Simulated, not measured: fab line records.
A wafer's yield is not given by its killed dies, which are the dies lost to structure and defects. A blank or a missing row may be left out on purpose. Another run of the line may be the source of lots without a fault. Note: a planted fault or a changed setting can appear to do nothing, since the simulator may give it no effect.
A struck lot beside a sound one -- flow gf180mcu -- 20 out of 602 route steps
Sound: these wafers, L419.4, L419.5, L419.6. Struck: wafers L442.1, L442.3. (L442.5 of the same lot was not struck and is left out.) The cause comes at the end.
Order at every step that has rows: each side's tool, ch and its chambers, its first start. Under that, the readings that differ: sound wafers -- struck wafers -- difference of the means -- sigmas: that difference in standard deviations of wafers without a fault.
alike: readings with means less than 2 such deviations apart, plus words and numbers identical on both sides. not compared: withheld readings, readings lacking a value on some wafer, bounds such as >300 that could conceal the same value, and numbers that have no deviation in the record and whose values overlap.
Wherever a step has rows on one side only, a row that says differs or no value, or a row with sigmas, the two part there. Numbers that have no deviation but don't overlap get no sigmas and don't part them. A reading missing from all wafers of one side parts the sides only when that side holds two or more wafers.

first, 1 step without rows for these wafers: GF_V2_CVD_00 (deposits SiO2, target thk 600 nm, time 100 s).
GF_V2_THK_MEAS_01:
  struck on film_metro-03, day 27 12:02; sound on film_metro-02, day 18 08:28
  alike: V2_CVD_00_THK
GF_V2_CVD_02: deposits SiO2 from TEOS, target thk 850 nm, time 94.851 s.
  sound on pecvd-02 ch 0,1,2, day 18 08:32; struck on pecvd-03 ch 0,2, day 27 12:05
  alike: heater_power_w, rf_fwd_power_W
GF_V2_THK_MEAS_03:
  struck on film_metro-02, day 27 12:11; sound on film_metro-02, day 18 08:36
  alike: V2_CVD_02_THK
GF_V2_CMP_04: polishes SiO2.
  sound on cmp-01 ch 0,2,3, day 18 08:44; struck on cmp-01 ch 1,3, day 27 12:14
  alike: motor_current_A, time_to_endpoint_s
GF_V2_BOW_MEAS_05:
  struck on film_metro-03, day 27 12:32; sound on film_metro-04, day 18 08:59
  alike: V2_BOW
then, 6 steps without rows for these wafers: GF_V2_DEHYDRATE_06 (time 60 s); GF_V2_HMDS_07 (prime time 60 s); GF_V2_COAT_08; GF_V2_COAT_09 (resist thk 1000 nm); GF_V2_SOFTBAKE_10 (time 60 s); GF_V2_EXPOSE_11 (exposes mask Via2, target cd 260 nm).
GF_V2_PEB_12: peb time 90 s.
  sound on litho_track-03 ch 0, day 19 09:41; struck on litho_track-02 ch 0, day 28 08:00
  alike: exhaust_pa
then, 1 step without rows for these wafers: GF_V2_DEVELOP_13 (develop time 60 s).
GF_V2_CD_MEAS_14 targets a cd of 260 nm.
  struck on cd_sem-01, day 28 08:21; sound on cd_sem-01, day 19 10:00
reading,sound,struck,difference,sigmas
cd_nm (nm),260.2 260.9 260.1,269.4 268.9,+8.8,+8
GF_V2_OVL_MEAS_15:
  struck on overlay-02, day 28 08:28; sound on overlay-01, day 19 10:04
  alike: V2_OVL
GF_V2_ETCH_16: etches BARC in N2/H2.
  sound on rie_diel-03 ch 0,1,3, day 19 10:05; struck on rie_diel-02 ch 0,1, day 28 08:30
reading,sound,struck,difference,sigmas
model.V2.cd_nm (nm),259.9 260.2 259.3,268.9 268.3,+8.8,
  alike: drypump_motor_current_A, n2_flow_sccm, oes_product_au, rf_fwd_power_W, throttle_valve_pct
GF_V2_ETCH_17: etches SiO2 in C4F8/O2/Ar, stops on TiN, target depth 630 nm.
  sound: rie_diel-03 ch 0,1,3; struck: rie_diel-02 ch 0,1
reading,sound,struck,difference,sigmas
model.V2.cd_nm (nm),260.4 260.3 258.8,268.6 268.6,+8.8,
  alike: oes_product_au, rf_fwd_power_W
GF_V2_STRIP_18: strips in O2/N2.
  sound on plasma_asher-04 ch 0,1, day 19 10:15; struck on plasma_asher-02 ch 0,1, day 28 08:38
  alike: drypump_motor_current_A, heater_power_w, n2_flow_sccm, oes_product_au
  not compared: rf_hours_counter_h
then, 1 step without rows for these wafers: GF_PASSIVATION_PROBE_99.

== WHERE THEY PART ==
Only at GF_V2_CD_MEAS_14, as far as this record shows. Later steps at which nothing parts them and some readings are alike: GF_V2_OVL_MEAS_15, GF_V2_ETCH_16, GF_V2_ETCH_17, GF_V2_STRIP_18.

WHY: the cause the simulator had injected
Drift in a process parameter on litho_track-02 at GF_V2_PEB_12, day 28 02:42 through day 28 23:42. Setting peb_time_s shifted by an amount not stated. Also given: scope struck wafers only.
